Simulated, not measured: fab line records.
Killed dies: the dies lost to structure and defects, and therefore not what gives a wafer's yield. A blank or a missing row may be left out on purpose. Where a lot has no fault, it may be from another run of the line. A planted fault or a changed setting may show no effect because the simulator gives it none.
What tool caused it? | flow sky130 | 24 lots with 72 wafers sampled at 3 steps, on a route of 708 steps

== WHAT THE GAUGES READ, wafer by wafer ==
SKY_FIELD_ISO_THK_MEAS_02. Usual: for FIELD_ISO_OXIDATION_00_THK the level is 12.09 nm and the standard deviation is 0.25.
lot  | measured    | on            | FIELD_ISO_OXIDATION_00_THK (nm) | flag
L074 | day 1 15:08 | film-metro-01 | 12.21 12.25 12.17               |
L075 | day 1 19:04 | film-metro-04 | 12.40 12.31 12.16               |
L076 | day 1 22:06 | film-metro-01 | 11.82 12.13 12.08               |
L077 | day 2 02:47 | film-metro-01 | 12.32 12.31 12.01               |
L078 | day 2 08:05 | film-metro-01 | 11.72 11.67 11.76               |
L079 | day 2 12:38 | film-metro-01 | 12.02 12.06 12.00               |
L080 | day 2 17:38 | film-metro-03 | 12.21 12.00 12.02               |
L081 | day 2 23:29 | film-metro-04 | 12.01 11.81 12.10               |
L082 | day 3 03:53 | film-metro-03 | 11.97 12.09 12.02               |
L083 | day 3 09:13 | film-metro-03 | 12.20 12.17 12.02               |
L084 | day 3 15:05 | film-metro-03 | 12.15 12.05 12.19               |
L085 | day 3 19:41 | film-metro-04 | 12.26 12.23 12.10               |
L086 | day 3 23:38 | film-metro-03 | 11.76 11.80 11.97               |
L087 | day 4 04:44 | film-metro-04 | 12.06 12.01 12.02               |
L088 | day 4 09:38 | film-metro-03 | 11.68 11.52 11.65               |
L089 | day 4 15:40 | film-metro-04 | 12.48 12.53 12.66               |
L090 | day 4 19:53 | film-metro-01 | 12.29 12.16 12.28               |
L091 | day 5 00:38 | film-metro-03 | 11.95 12.13 12.01               |
L092 | day 5 05:38 | film-metro-01 | 11.72 11.47 11.90               |
L093 | day 5 12:52 | film-metro-04 | 12.28 12.39 12.22               |
L094 | day 5 16:57 | film-metro-04 | 12.59 12.38 12.59               |
L095 | day 5 21:23 | film-metro-01 | 12.00 12.57 12.34               |
L096 | day 6 01:40 | film-metro-03 | 12.00 12.30 12.11               |
L097 | day 6 06:45 | film-metro-03 | 11.93 11.94 11.77               |

SKY_SONOS_ONO_THK_MEAS_05. Usual: for SONOS_ONO_CVD_04_THK the level is 5.74 nm and the standard deviation is 0.11.
lot  | measured     | on            | SONOS_ONO_CVD_04_THK (nm) | flag
L074 | day 11 16:53 | film-metro-01 | 5.55 5.62 5.46            |
L075 | day 12 02:07 | film-metro-03 | 5.79 5.79 5.67            |
L076 | day 12 10:29 | film-metro-03 | 5.75 5.75 5.73            |
L077 | day 12 19:20 | film-metro-04 | 5.69 5.69 5.65            |
L078 | day 13 02:27 | film-metro-01 | 5.80 5.75 5.83            |
L079 | day 13 08:02 | film-metro-03 | 5.65 5.73 5.64            |
L080 | day 13 20:37 | film-metro-01 | 5.82 5.85 5.78            |
L081 | day 14 02:56 | film-metro-03 | 5.61 5.65 5.74            |
L082 | day 14 09:12 | film-metro-03 | 5.68 5.64 5.55            |
L083 | day 14 09:13 | film-metro-01 | 5.65 5.64 5.66            |
L084 | day 14 21:58 | film-metro-01 | 5.68 5.76 5.69            |
L085 | day 15 06:47 | film-metro-03 | 5.75 5.76 5.74            |
L086 | day 15 09:28 | film-metro-03 | 5.87 5.77 5.90            |
L087 | day 15 19:21 | film-metro-04 | 5.95 5.99 5.89            |
L088 | day 16 06:37 | film-metro-03 | 5.88 5.87 6.04            |
L089 | day 16 17:34 | film-metro-03 | 5.59 5.54 5.60            |
L090 | day 17 05:02 | film-metro-03 | 5.83 5.76 5.85            |
L091 | day 17 05:02 | film-metro-01 | 5.75 5.72 5.71            |
L092 | day 17 07:52 | film-metro-04 | 5.76 5.73 5.67            |
L093 | day 17 21:50 | film-metro-01 | 5.70 5.79 5.77            |
L094 | day 18 09:43 | film-metro-01 | 5.74 5.75 5.77            |
L095 | day 18 18:33 | film-metro-03 | 5.61 5.63 5.53            |
L096 | day 19 04:04 | film-metro-01 | 5.83 5.92 5.72            |
L097 | day 19 14:42 | film-metro-03 | 5.80 5.87 5.77            |

SKY_LDD_N_OVL_MEAS_07. Usual: for LDD_N_OVL the level is 1.2 nm and the standard deviation is 1.4.
lot  | measured     | on         | LDD_N_OVL (nm) | flag
L074 | day 17 15:17 | overlay-02 | 0.6 -0.3 2.9   |
L075 | day 18 04:53 | overlay-01 | 1.9 1.6 0.4    |
L076 | day 18 11:21 | overlay-02 | -0.1 1.1 0.5   |
L077 | day 19 01:02 | overlay-01 | -0.8 -2.3 -1.2 |
L078 | day 19 08:41 | overlay-02 | 3.0 4.5 3.5    |
L079 | day 19 17:20 | overlay-02 | -0.3 2.2 0.1   |
L080 | day 20 04:38 | overlay-02 | 2.5 0.6 -0.1   |
L081 | day 20 13:39 | overlay-02 | 0.4 1.8 0.4    |
L082 | day 20 17:50 | overlay-01 | 2.6 1.1 1.9    |
L083 | day 20 21:59 | overlay-02 | 1.7 2.4 1.5    |
L084 | day 21 12:17 | overlay-01 | 1.7 2.3 2.5    |
L085 | day 22 01:02 | overlay-02 | -0.5 0.6 1.4   |
L086 | day 22 02:37 | overlay-01 | 2.3 2.7 1.1    |
L087 | day 22 09:59 | overlay-02 | 1.9 0.9 1.0    |
L088 | day 23 01:59 | overlay-02 | 4.4 2.9 1.5    |
L089 | day 23 10:08 | overlay-02 | 1.4 0.7 0.9    |
L090 | day 23 21:23 | overlay-02 | 1.2 0.7 2.6    |
L091 | day 23 22:55 | overlay-02 | 0.3 2.1 -0.2   |
L092 | day 24 02:31 | overlay-02 | 2.8 1.6 2.7    |
L093 | day 24 14:46 | overlay-02 | 3.5 2.9 1.0    |
L094 | day 25 01:44 | overlay-02 | 0.6 0.8 -0.4   |
L095 | day 25 13:35 | overlay-02 | 2.3 2.2 2.4    |
L096 | day 25 18:08 | overlay-02 | 1.7 1.5 3.9    |
L097 | day 26 07:31 | overlay-01 | 0.6 -0.1 0.6   |

== WHICH TOOL RAN EACH LOT (tool, then ch and the chambers of the sampled wafers, then the start) ==
Record: no process step prior to these readings.

== WHAT THE TOOLS THEMSELVES READ (means of the sampled wafers that have a number; where no wafer has one, the mark that the record gives instead) ==
The record holds no such reading with a usual standard deviation.

== THE ANSWER, worked out from the rows above alone ==
Rule: take the mean of a lot's wafers that have a number; if it is more than 3 standard deviations from the usual mean, the lot is off. Also off: a lot with no number at a reading for which 4 or more lots have one. Any other lot the step has rows for is counted as sound. The gauges are gone through in route order, then the tools' own readings, and for those a lot's mean is taken as printed above. At the first step where some lot is off, the reading lying furthest off is the one used; lots without a number count as furthest.
Nothing can be told from this: no lot is off at any reading shown.

== WHAT THE SIMULATOR PUT IN ==
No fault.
